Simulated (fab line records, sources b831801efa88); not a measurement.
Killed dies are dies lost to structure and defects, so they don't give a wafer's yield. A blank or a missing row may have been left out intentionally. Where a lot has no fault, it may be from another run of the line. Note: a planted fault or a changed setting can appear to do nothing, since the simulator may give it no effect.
Problem report in the 8D (eight disciplines) form, filled by code / flow sky130 / the parts of the form that need people (team, actions taken, sign-off) are left out

== 1. WHAT WENT WRONG ==
Mean of killed_at_M4_up at SKY_PAD_OPEN_PROBE_99: 21.0 across 6 wafers in 2 lots; on wafers with no fault it is 3.3 (standard deviation 1.9). Measured from the usual mean, that is +9.3 standard deviations.
Earliest sighting: wafer L190.2 on prober-02 at day 47 04:07. The record holds 27 wafers of 9 lots with a number at this step. Rule for "out" (also "out of limits"): further than 4 standard deviations from the usual mean. All remaining wafers that have a number are taken as sound.

== 2. WHAT IT IS; WHAT IT IS NOT ==
question=which readings at this step | is=killed_at_M4_up | is not=killedAtOther, killedOpen, killedShort, sort_bin_5_function, sort_bin_6_memory
question=which lots | is=L190, L192 | is not=L195, L196, L197, L198, L204, L205, L206
question=which wafers of those lots | is=all that have a number | is not=-
question=read on which tools | is=prober-02 | is not=prober-01
question=when | is=from day 47 04:07 | is not=up to then (0 sound wafers); but 21 sound wafers of L195, L196, L197, L198, L204, L205, L206 came after

== 3. THE SUSPECTS, EACH WITH WHAT RULES IT OUT ==
Counting: any tool at a process step up to the reading is kept as a suspect provided that every lot that is out went through it and no sound lot did after the first of them.
- rieMetal-04 at SKY_METAL4_ETCH_16 (etches BARC in N2/H2, stops on SiO2, time 88.2 s, target depth 60 nm): ruled out as a lasting fault. The sound lots L206 went through it after L190, its earliest lot that is out (day 43 11:44).
- cmp-02 at SKY_VIA4_CMP_02 (polishes SiO2): ruled out as a lasting fault. The sound lots L196, L197, L198, L204, L206 went through it after L190, its earliest lot that is out (day 43 12:56).
- pecvd-02 at SKY_PASSIVATION_CVD_02 (deposits Si3N4, target thk 540 nm): ruled out as a lasting fault. The sound lots L197, L204 went through it after L190, its earliest lot that is out (day 45 10:56).
- prober-02 at SKY_PAD_OPEN_PROBE_99: ruled out as a lasting fault. The sound lots L196, L205 went through it after L190, its earliest lot that is out (day 47 04:07).
Left after counting: nothing in the record.

== 4. THE CAUSE (what the simulator had put in) ==
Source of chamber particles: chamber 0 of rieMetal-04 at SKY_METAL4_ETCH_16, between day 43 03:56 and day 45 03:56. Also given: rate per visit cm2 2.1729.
The count ruled it out by mistake, since the rule takes a fault to strike every lot its tool runs from the start of the fault on, and this one did not do so.

== 5. THE EFFECT CHAIN, in route order ==
Each row: a reading where the mean over the struck wafers with a number is more than 3 standard deviations away from the usual. Scope: only readings with a usual standard deviation given in the record; hours: median across lots of the time from each lot's start at the first step in this table that gives one to its start at this step; sigmas: change in usual standard deviations.
hours=0; step=SKY_PAD_OPEN_PROBE_99; reading=killed_at_M4_up; usual=3.3; on struck wafers=21.0; change=+17.7; sigmas=+9.3
Here are the process steps it includes:
- SKY_PAD_OPEN_PROBE_99

== 6. WHAT WOULD HAVE CAUGHT IT SOONER ==
In this record no reading fell out of limits until day 47 04:07, 96 hours after the fault had begun at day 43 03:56.
Tool readings at SKY_METAL4_ETCH_16 with a usual standard deviation given in the record: none out on any struck wafer, hence no alarm at a limit of 4 standard deviations on them.
